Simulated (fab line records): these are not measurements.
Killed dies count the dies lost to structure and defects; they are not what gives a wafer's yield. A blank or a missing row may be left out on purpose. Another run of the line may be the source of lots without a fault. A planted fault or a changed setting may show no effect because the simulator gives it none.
fab line records    flow sky130
record: lots: 5  wafers: 15  last_day: 50
route steps=708 shown VIA3@595 METAL4@598 CAP2M@603
lots with no fault: from the same line, run without faults
start_h: start of the lot's first displayed wafer, in hours after the record's first day    wait_h: hours from the lot's prior step to this one    " same as the row above    L1.1+2: a row that stands for several wafers    - no value present, or no start provided    * or withheld: withheld    < > ~ a bound
route shown NAME@n: NAME is a module with steps in the file, n the number in the route of the first one    usual: mean/standard deviation of fault-free wafers    same: alike in all rows    chamber/n: place in a boat    sites: each site's reading    _std_site: their standard deviation    _edge_site: the outer-site mean with the inner-site mean subtracted    radius_mm: for every site, how far away it sits from the centre of the wafer    mask NAME#n: copy n    behind: the most recent tool/chamber to have shaped the wafer    hold: why the lot was held/for how many hours/how that ended    device: which transistor (n, p or np) failed to switch    end of line: tests run on the same wafers once the route is complete    a step with no rows: only its recipe    killed: dies that structure and defects cost at the first sort, which is not the same as the wafer's yield    map: the dies of a wafer, with x for killed, . for not killed, _ for no die there
set.NAME: the setting as run; set.NAME@STEP: as run at that earlier step    model.NAME: the simulator's own value behind a step, which no gauge read
lots at some steps of the route; a table a step, a row a wafer
services: the hour from which a tool's chamber was out of use, counted from the record's first day as start_h (under 0 if before that day), plus the number of hours and why
== steps ==
step: SKY_VIA3_RS_MEAS_22
recipe: thk_meas_gauge: four-point-probe  reads: W_of_VIA3_CVD_21+TiN_of_VIA3_SPUTTER_20
usual: VIA3_W_RS: 0.2936/0.0025
lot.wafer  tool           chamber  start_h  wait_h  VIA3_W_RS[ohm/sq]
L074.2     film_metro-04  -        927.70   0.1     0.2953
L074.3     "              -        "        "       0.2917
L074.4     "              -        "        "       0.2924
L078.2     film_metro-04  -        961.74   0.1     0.2932
L078.4     "              -        "        "       0.2914
L078.5     "              -        "        "       0.2976
L082.3     film_metro-03  -        985.98   0.2     0.2970
L082.5     "              -        "        "       0.2971
L082.6     "              -        "        "       0.2942
L095.2     film_metro-02  -        1060.90  0.1     0.2996
L095.5     "              -        "        "       0.2963
L095.6     "              -        "        "       0.2980
L097.3     film_metro-03  -        1071.67  0.1     0.2960
L097.4     "              -        "        "       0.2963
L097.5     "              -        "        "       0.2930
step: SKY_VIA3_THK_MEAS_23
recipe: thk_meas_gauge: xrf  reads: W_of_VIA3_CVD_21
usual: VIA3_W_THK: 397/6.9
lot.wafer  tool           chamber  start_h  wait_h  VIA3_W_THK[nm]
L074.2     film_metro-04  -        927.81   0.1     403
L074.3     "              -        "        "       408
L074.4     "              -        "        "       406
L078.2     film_metro-04  -        961.85   0.1     409
L078.4     "              -        "        "       414
L078.5     "              -        "        "       405
L082.3     film_metro-03  -        986.08   0.1     390
L082.5     "              -        "        "       390
L082.6     "              -        "        "       395
L095.2     film_metro-02  -        1061.01  0.1     386
L095.5     "              -        "        "       388
L095.6     "              -        "        "       386
L097.3     film_metro-03  -        1071.77  0.1     388
L097.4     "              -        "        "       383
L097.5     "              -        "        "       389
step: SKY_VIA3_CMP_24
recipe: stop_on: SiO2  t_overpolish_s: 20  down_force_psi: 3.5  platen_rpm: 60  target_thk_nm: 0  pad_velocity_m_s: 0.94248
usual: motor_current_A: 10.8/0.98  overpolish_run_s: 20.000/0.0093  slurry_filter_dp_kPa: 13.48/0.14  time_to_endpoint_s: 92/3
lot.wafer  tool    chamber  start_h  wait_h  motor_current_A  overpolish_run_s  slurry_filter_dp_kPa  time_to_endpoint_s
L074.4     cmp-01  1        928.10   0.3     10.2             20.002            13.49                 96
L074.2     "       2        "        "       9.7              20.004            13.48                 91
L074.3     "       0        "        "       11.7             19.988            13.77                 96
L078.2     cmp-01  1        962.00   0.1     10.2             20.002            13.43                 96
L078.4     "       2        "        "       9.8              20.011            13.23                 94
L078.5     "       0        "        "       12.2             20.008            13.41                 92
L082.3     cmp-01  0        986.22   0.1     11.8             20.005            13.84                 86
L082.5     "       2        "        "       9.5              20.005            13.43                 84
L082.6     "       3        "        "       11.2             19.993            13.29                 90
L095.2     cmp-01  0        1061.11  0.1     11.5             19.983            13.39                 88
L095.6     "       3        "        "       10.4             20.010            13.52                 89
L095.5     "       0        "        "       12.0             19.985            13.52                 96
L097.3     cmp-02  1        1071.91  0.1     12.4             20.031            13.33                 96
L097.4     "       2        "        "       10.3             19.987            13.69                 94
L097.5     "       3        "        "       10.9             19.995            13.50                 93
step: SKY_METAL4_SPUTTER_00
recipe: material: Ti  target_thk_nm: 15  power_w: 3000  time_s: 10  chamber_pressure_pa: 0.4
usual: throttle_valve_pct: 29.7/0.99
lot.wafer  tool            chamber  start_h  wait_h  throttle_valve_pct
L074.2     pvd_sputter-01  -        928.40   0.2     30.4
L074.3     "               -        "        "       29.6
L074.4     "               -        "        "       29.7
L078.2     pvd_sputter-04  -        962.20   0.1     29.0
L078.4     "               -        "        "       29.0
L078.5     "               -        "        "       30.2
L082.3     pvd_sputter-03  -        986.42   0.1     28.6
L082.5     "               -        "        "       28.5
L082.6     "               -        "        "       30.0
L095.2     pvd_sputter-01  -        1061.36  0.2     29.3
L095.5     "               -        "        "       28.8
L095.6     "               -        "        "       29.5
L097.3     pvd_sputter-03  -        1072.11  0.1     30.3
L097.4     "               -        "        "       30.3
L097.5     "               -        "        "       30.2
step: SKY_METAL4_SPUTTER_01
recipe: material: TiN  target_thk_nm: 20  power_w: 6500  time_s: 16.7  chamber_pressure_pa: 0.4
usual: throttle_valve_pct: 29.7/0.99
lot.wafer  tool            chamber  start_h  wait_h  throttle_valve_pct
L074.2     pvd_sputter-01  -        928.42   0.0     30.7
L074.3     "               -        "        "       29.2
L074.4     "               -        "        "       29.6
L078.2     pvd_sputter-04  -        962.22   0.0     29.2
L078.4     "               -        "        "       28.9
L078.5     "               -        "        "       30.5
L082.3     pvd_sputter-03  -        986.44   0.0     28.6
L082.5     "               -        "        "       28.8
L082.6     "               -        "        "       30.2
L095.2     pvd_sputter-01  -        1061.38  0.0     29.3
L095.5     "               -        "        "       28.8
L095.6     "               -        "        "       29.1
L097.3     pvd_sputter-03  -        1072.13  0.0     30.2
L097.4     "               -        "        "       30.0
L097.5     "               -        "        "       30.1
step: SKY_METAL4_SPUTTER_02
recipe: material: AlCu  target_thk_nm: 735  power_w: 10600  time_s: 39.1  chamber_pressure_pa: 0.4
usual: throttle_valve_pct: 29.7/1
lot.wafer  tool            chamber  start_h  wait_h  throttle_valve_pct
L074.2     pvd_sputter-01  -        928.45   0.0     30.7
L074.3     "               -        "        "       29.7
L074.4     "               -        "        "       29.6
L078.2     pvd_sputter-04  -        962.24   0.0     29.0
L078.4     "               -        "        "       29.2
L078.5     "               -        "        "       30.1
L082.3     pvd_sputter-03  -        986.46   0.0     28.3
L082.5     "               -        "        "       28.7
L082.6     "               -        "        "       30.1
L095.2     pvd_sputter-01  -        1061.41  0.0     29.3
L095.5     "               -        "        "       28.9
L095.6     "               -        "        "       29.6
L097.3     pvd_sputter-03  -        1072.16  0.0     30.2
L097.4     "               -        "        "       30.1
L097.5     "               -        "        "       30.2
step: SKY_METAL4_SPUTTER_03
recipe: material: Ti  target_thk_nm: 5  power_w: 3000  time_s: 3.3  chamber_pressure_pa: 0.4
usual: throttle_valve_pct: 29.7/0.97
lot.wafer  tool            chamber  start_h  wait_h  throttle_valve_pct
L074.2     pvd_sputter-01  -        928.49   0.0     30.6
L074.3     "               -        "        "       29.7
L074.4     "               -        "        "       29.5
L078.2     pvd_sputter-04  -        962.28   0.0     29.3
L078.4     "               -        "        "       29.1
L078.5     "               -        "        "       30.0
L082.3     pvd_sputter-03  -        986.50   0.0     28.8
L082.5     "               -        "        "       28.7
L082.6     "               -        "        "       30.1
L095.2     pvd_sputter-01  -        1061.45  0.0     29.5
L095.5     "               -        "        "       28.9
L095.6     "               -        "        "       29.6
L097.3     pvd_sputter-03  -        1072.20  0.0     30.3
L097.4     "               -        "        "       30.0
L097.5     "               -        "        "       30.3
step: SKY_METAL4_SPUTTER_04
recipe: material: TiN  target_thk_nm: 70  power_w: 6500  time_s: 58.3  chamber_pressure_pa: 0.4
usual: throttle_valve_pct: 29.7/0.98
lot.wafer  tool            chamber  start_h  wait_h  throttle_valve_pct
L074.2     pvd_sputter-01  -        928.50   0.0     30.7
L074.3     "               -        "        "       29.6
L074.4     "               -        "        "       29.6
L078.2     pvd_sputter-04  -        962.30   0.0     29.1
L078.4     "               -        "        "       28.9
L078.5     "               -        "        "       30.1
L082.3     pvd_sputter-03  -        986.52   0.0     28.7
L082.5     "               -        "        "       28.8
L082.6     "               -        "        "       30.5
L095.2     pvd_sputter-01  -        1061.46  0.0     29.3
L095.5     "               -        "        "       28.8
L095.6     "               -        "        "       29.4
L097.3     pvd_sputter-03  -        1072.21  0.0     30.1
L097.4     "               -        "        "       30.2
L097.5     "               -        "        "       30.2
step: SKY_CAP2M_CVD_00
recipe: material: SiO2  target_thk_nm: 15.5  temp_c: 400  time_s: withheld  rf_w: 450
usual: heater_power_w: 701/96
lot.wafer  tool      chamber  start_h  wait_h  heater_power_w
L074.2     pecvd-03  1        928.55   0.0     549
L074.3     "         0        "        "       846
L074.4     "         2        "        "       638
L078.2     pecvd-04  2        962.35   0.0     606
L078.4     "         0        "        "       663
L078.5     "         2        "        "       596
L082.3     pecvd-02  1        986.57   0.0     594
L082.5     "         2        "        "       819
L082.6     "         0        "        "       829
L095.2     pecvd-04  0        1061.51  0.0     769
L095.5     "         1        "        "       636
L095.6     "         2        "        "       577
L097.3     pecvd-04  2        1072.26  0.0     621
L097.4     "         2        "        "       635
L097.5     "         1        "        "       580
step: SKY_CAP2M_THK_MEAS_01
recipe: reads: SiO2_of_CAP2M_CVD_00
usual: CAP2M_CVD_00_THK: 15.60/0.21
lot.wafer  tool           chamber  start_h  wait_h  CAP2M_CVD_00_THK[nm]
L074.2     film_metro-01  -        928.59   -       15.30
L074.3     "              -        "        "       15.13
L074.4     "              -        "        "       15.24
L078.2     film_metro-03  -        962.38   -       15.36
L078.4     "              -        "        "       15.54
L078.5     "              -        "        "       15.57
L082.3     film_metro-02  -        986.61   -       15.52
L082.5     "              -        "        "       15.71
L082.6     "              -        "        "       15.63
L095.2     film_metro-01  -        1061.55  -       15.72
L095.5     "              -        "        "       15.72
L095.6     "              -        "        "       15.97
L097.3     film_metro-01  -        1072.31  -       15.80
L097.4     "              -        "        "       16.14
L097.5     "              -        "        "       15.82
step: SKY_CAP2M_SPUTTER_02
recipe: material: TiN  target_thk_nm: 200  temp_c: 300  power_w: 6500  time_s: 166.7  chamber_pressure_pa: 0.4
usual: throttle_valve_pct: 30.1/1.1
lot.wafer  tool            chamber  start_h  wait_h  throttle_valve_pct
L074.2     pvd_sputter-02  -        928.64   0.0     30.8
L074.3     "               -        "        "       30.6
L074.4     "               -        "        "       31.2
L078.2     pvd_sputter-03  -        962.43   0.0     28.8
L078.4     "               -        "        "       30.0
L078.5     "               -        "        "       30.2
L082.3     pvd_sputter-02  -        986.65   0.0     31.0
L082.5     "               -        "        "       30.6
L082.6     "               -        "        "       29.7
L095.2     pvd_sputter-03  -        1061.60  0.0     28.7
L095.5     "               -        "        "       29.8
L095.6     "               -        "        "       30.0
L097.3     pvd_sputter-04  -        1072.35  0.0     32.5
L097.4     "               -        "        "       28.3
L097.5     "               -        "        "       30.0
step: SKY_CAP2M_RS_MEAS_03
recipe: thk_meas_gauge: four-point-probe  reads: TiN_of_CAP2M_SPUTTER_02
usual: CAP2M_TIN_RS: 6.89/0.066
lot.wafer  tool           chamber  start_h  wait_h  CAP2M_TIN_RS[ohm/sq]
L074.2     film_metro-01  -        928.76   0.1     6.83
L074.3     "              -        "        "       6.80
L074.4     "              -        "        "       6.81
L078.2     film_metro-03  -        962.56   0.1     6.94
L078.4     "              -        "        "       6.97
L078.5     "              -        "        "       6.94
L082.3     film_metro-03  -        986.80   0.1     6.88
L082.5     "              -        "        "       6.91
L082.6     "              -        "        "       6.86
L095.2     film_metro-03  -        1061.72  0.1     6.91
L095.5     "              -        "        "       6.94
L095.6     "              -        "        "       6.94
L097.3     film_metro-01  -        1072.49  0.1     6.91
L097.4     "              -        "        "       6.87
L097.5     "              -        "        "       6.91
step: SKY_CAP2M_THK_MEAS_04
recipe: thk_meas_gauge: xrf  reads: TiN_of_CAP2M_SPUTTER_02
usual: CAP2M_TIN_THK: 200.1/2
lot.wafer  tool           chamber  start_h  wait_h  CAP2M_TIN_THK[nm]
L074.2     film_metro-01  -        928.87   0.1     202.3
L074.3     "              -        "        "       203.4
L074.4     "              -        "        "       202.3
L078.2     film_metro-03  -        962.67   0.1     200.1
L078.4     "              -        "        "       198.6
L078.5     "              -        "        "       199.5
L082.3     film_metro-03  -        986.90   0.1     199.8
L082.5     "              -        "        "       199.3
L082.6     "              -        "        "       201.4
L095.2     film_metro-03  -        1061.83  0.1     199.3
L095.5     "              -        "        "       197.7
L095.6     "              -        "        "       199.0
L097.3     film_metro-01  -        1072.59  0.1     201.2
L097.4     "              -        "        "       202.1
L097.5     "              -        "        "       199.6
step: SKY_CAP2M_DEHYDRATE_05
recipe: temp_c: 200  time_s: 60
lot.wafer   tool            chamber  start_h  wait_h
L074.2+3+4  litho_track-03  0        940.18   11.3
L078.2+4+5  litho_track-04  0        973.20   10.5
L082.3+5+6  litho_track-03  0        996.66   9.7
L095.2+5+6  litho_track-02  0        1071.76  9.9
L097.3+4+5  litho_track-04  0        1082.28  9.7
== services ==
tool            chamber  start_h  hours  kind
cmp-01          -        907.23   0.8    repair
cmp-01          -        912.00   4.0    pm
pecvd-04        -        925.76   6.0    pm
pvd_sputter-03  -        939.05   2.1    repair
pecvd-02        -        942.55   3.3    repair
pecvd-04        -        979.91   3.6    repair
cmp-02          -        987.43   0.3    repair
cmp-01          -        989.73   1.1    repair
pvd_sputter-01  -        998.78   2.7    repair
cmp-02          -        1018.07  1.2    repair
cmp-02          -        1022.31  6.0    repair
pvd_sputter-02  -        1034.39  1.2    repair
cmp-01          -        1035.27  0.4    repair
pvd_sputter-03  -        1044.18  1.0    repair
cmp-01          -        1045.63  3.7    repair
pvd_sputter-01  -        1058.84  2.3    repair
pvd_sputter-03  3        1063.61  -      consumable_replace:kit
pvd_sputter-03  3        1063.61  18.0   scheduled_down
pvd_sputter-03  3        1063.61  18.0   vent_cycle
pvd_sputter-03  -        1065.33  0.8    repair
pvd_sputter-01  1        1067.94  -      consumable_replace:kit
pvd_sputter-01  1        1067.94  18.0   scheduled_down
pvd_sputter-01  1        1067.94  18.0   vent_cycle
pvd_sputter-02  -        1071.07  4.1    repair
== key ==
fault none
